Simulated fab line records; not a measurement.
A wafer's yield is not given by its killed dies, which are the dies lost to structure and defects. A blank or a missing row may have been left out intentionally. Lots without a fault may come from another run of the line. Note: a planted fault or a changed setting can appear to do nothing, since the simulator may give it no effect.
Check for tools in common :: flow gf180mcu :: Lots sampled 11, wafers sampled 33

WHAT PROMPTED THE OPENING
GF_V2_RS_MEAS_24, reading V2_W_RS: flagged on 3 of 11 lots. No-fault wafers: 0.328 ohm/sq, standard deviation 0.0037.
Rule: a lot is flagged in two cases, either no wafer of it has a number, or all its wafers with numbers fall more than 4 standard deviations from that mean. All remaining lots are regarded as sound.

lot: L614
measured: day 20 05:53
on: filmMetro-02
V2_W_RS (ohm/sq), wafer by wafer: 0.328 0.330 0.327
flag: 

lot: L616
measured: day 21 08:49
on: filmMetro-04
V2_W_RS (ohm/sq), wafer by wafer: 0.335 0.331 0.333
flag: 

lot: L623
measured: day 23 15:52
on: filmMetro-04
V2_W_RS (ohm/sq), wafer by wafer: 0.325 0.329 0.331
flag: 

lot: L626
measured: day 24 16:52
on: filmMetro-03
V2_W_RS (ohm/sq), wafer by wafer: 0.320 0.320 0.320
flag: 

lot: L628
measured: day 25 15:05
on: filmMetro-04
V2_W_RS (ohm/sq), wafer by wafer: 0.326 0.332 0.324
flag: 

lot: L629
measured: day 26 00:40
on: filmMetro-02
V2_W_RS (ohm/sq), wafer by wafer: 0.348 0.344 0.351
flag: FLAGGED

lot: L630
measured: day 26 01:34
on: filmMetro-04
V2_W_RS (ohm/sq), wafer by wafer: 0.361 0.354 0.356
flag: FLAGGED

lot: L631
measured: day 26 08:43
on: filmMetro-04
V2_W_RS (ohm/sq), wafer by wafer: 0.331 0.331 0.328
flag: 

lot: L632
measured: day 26 17:04
on: filmMetro-03
V2_W_RS (ohm/sq), wafer by wafer: 0.356 0.348 0.349
flag: FLAGGED

lot: L633
measured: day 27 02:40
on: filmMetro-03
V2_W_RS (ohm/sq), wafer by wafer: 0.330 0.333 0.330
flag: 

lot: L637
measured: day 28 02:06
on: filmMetro-04
V2_W_RS (ohm/sq), wafer by wafer: 0.326 0.326 0.330
flag: 
On average the flagged lots' numbers are 0.352 ohm/sq, which is +0.024 ohm/sq against the usual, or +6 standard deviations.

TOOL THAT RAN EACH LOT
Before the reading, the record contains 3 process steps out of a 602-step route. Cell contents, in order: the tool; ch with the chambers the sampled wafers went through; the start.
lot: L614
flag: 
GF_M2_METAL_ETCH_16: rieMetal-03 ch 0,1, day 19 02:32
GF_V2_STRIP_18: plasmaAsher-01 ch 0,1, day 20 05:08
GF_V2_CVD_23: cvdW-01 ch 0,1, day 20 05:46

lot: L616
flag: 
GF_M2_METAL_ETCH_16: rieMetal-02 ch 0,1, day 20 06:08
GF_V2_STRIP_18: plasmaAsher-04 ch 0,1, day 21 08:04
GF_V2_CVD_23: cvdW-01 ch 1, day 21 08:42

lot: L623
flag: 
GF_M2_METAL_ETCH_16: rieMetal-03 ch 0,1, day 22 14:49
GF_V2_STRIP_18: plasmaAsher-01 ch 0,1, day 23 15:07
GF_V2_CVD_23: cvdW-01 ch 0,1, day 23 15:46

lot: L626
flag: 
GF_M2_METAL_ETCH_16: rieMetal-02 ch 0,1, day 23 15:50
GF_V2_STRIP_18: plasmaAsher-03 ch 0,1, day 24 15:47
GF_V2_CVD_23: cvdW-02 ch 0,1, day 24 16:46

lot: L628
flag: 
GF_M2_METAL_ETCH_16: rieMetal-03 ch 0,1, day 24 15:03
GF_V2_STRIP_18: plasmaAsher-04 ch 0,1, day 25 14:20
GF_V2_CVD_23: cvdW-02 ch 0,1, day 25 14:58

lot: L629
flag: FLAGGED
GF_M2_METAL_ETCH_16: rieMetal-03 ch 0,1, day 25 00:08
GF_V2_STRIP_18: plasmaAsher-03 ch 0,1, day 25 23:54
GF_V2_CVD_23: cvdW-02 ch 0,1, day 26 00:32

lot: L630
flag: FLAGGED
GF_M2_METAL_ETCH_16: rieMetal-01 ch 1, day 25 02:35
GF_V2_STRIP_18: plasmaAsher-04 ch 0,1, day 26 00:49
GF_V2_CVD_23: cvdW-02 ch 1, day 26 01:27

lot: L631
flag: 
GF_M2_METAL_ETCH_16: rieMetal-01 ch 0,1, day 25 08:26
GF_V2_STRIP_18: plasmaAsher-03 ch 0,1, day 26 07:58
GF_V2_CVD_23: cvdW-01 ch 0,1, day 26 08:36

lot: L632
flag: FLAGGED
GF_M2_METAL_ETCH_16: rieMetal-01 ch 0,1, day 25 17:58
GF_V2_STRIP_18: plasmaAsher-04 ch 0,1, day 26 16:13
GF_V2_CVD_23: cvdW-02 ch 0,1, day 26 16:56

lot: L633
flag: 
GF_M2_METAL_ETCH_16: rieMetal-01 ch 0,1, day 26 03:30
GF_V2_STRIP_18: plasmaAsher-01 ch 0,1, day 27 01:50
GF_V2_CVD_23: cvdW-01 ch 0,1, day 27 02:33

lot: L637
flag: 
GF_M2_METAL_ETCH_16: rieMetal-01 ch 0,1, day 27 03:59
GF_V2_STRIP_18: plasmaAsher-03 ch 0,1, day 28 01:16
GF_V2_CVD_23: cvdW-01 ch 0,1, day 28 01:58
What these steps do:
- GF_M2_METAL_ETCH_16: etches the open film in Cl2/BCl3, stops on SiO2, target depth 750.8 nm, time 125.1 s.
- GF_V2_STRIP_18: strips in O2/N2.
- GF_V2_CVD_23: deposits W, target thk 350 nm, time 104.94 s.
- GF_V2_RS_MEAS_24: measures by four-point-probe.

FLAGGED AGAINST TOTAL, ONE TOOL AT A TIME (gauges that did the reading follow at the end)
step: GF_M2_METAL_ETCH_16
tool: rieMetal-01
lots run: 5
flagged: 2
share of the flagged lots: some
sound lots run after its first flagged lot: 3 (L631,L633,L637)

step: GF_M2_METAL_ETCH_16
tool: rieMetal-02
lots run: 2
flagged: 0
share of the flagged lots: none
sound lots run after its first flagged lot: -

step: GF_M2_METAL_ETCH_16
tool: rieMetal-03
lots run: 4
flagged: 1
share of the flagged lots: some
sound lots run after its first flagged lot: 0

step: GF_V2_STRIP_18
tool: plasmaAsher-01
lots run: 3
flagged: 0
share of the flagged lots: none
sound lots run after its first flagged lot: -

step: GF_V2_STRIP_18
tool: plasmaAsher-03
lots run: 4
flagged: 1
share of the flagged lots: some
sound lots run after its first flagged lot: 2 (L631,L637)

step: GF_V2_STRIP_18
tool: plasmaAsher-04
lots run: 4
flagged: 2
share of the flagged lots: some
sound lots run after its first flagged lot: 0

step: GF_V2_CVD_23
tool: cvdW-01
lots run: 6
flagged: 0
share of the flagged lots: none
sound lots run after its first flagged lot: -

step: GF_V2_CVD_23
tool: cvdW-02
lots run: 5
flagged: 3
share of the flagged lots: all
sound lots run after its first flagged lot: 0

step: GF_V2_RS_MEAS_24
tool: filmMetro-02
lots run: 2
flagged: 1
share of the flagged lots: some
sound lots run after its first flagged lot: 0

step: GF_V2_RS_MEAS_24
tool: filmMetro-03
lots run: 3
flagged: 1
share of the flagged lots: some
sound lots run after its first flagged lot: 1 (L633)

step: GF_V2_RS_MEAS_24
tool: filmMetro-04
lots run: 6
flagged: 1
share of the flagged lots: some
sound lots run after its first flagged lot: 2 (L631,L637)

THE TABLE: WHAT IT ALLOWS
1 row of the table ran every flagged lot: cvdW-02 at GF_V2_CVD_23.
- cvdW-02 at GF_V2_CVD_23: 3 of its 5 lots flagged. It ran its last sound lot, L628, at day 25 14:58 and its first flagged lot, L629, at day 26 00:32: a fault with its onset between the two fits. Its own readings lie more than 4 standard deviations out on every wafer of the flagged lots: susceptorTempC.
Just one tool remains: cvdW-02 at GF_V2_CVD_23.

WHAT THE SIMULATOR HAD PUT IN
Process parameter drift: cvdW-02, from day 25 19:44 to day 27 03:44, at GF_V2_CVD_23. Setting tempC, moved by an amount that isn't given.
Shown lots that were struck: L629, L630, L632. The rule above reached the same finding.
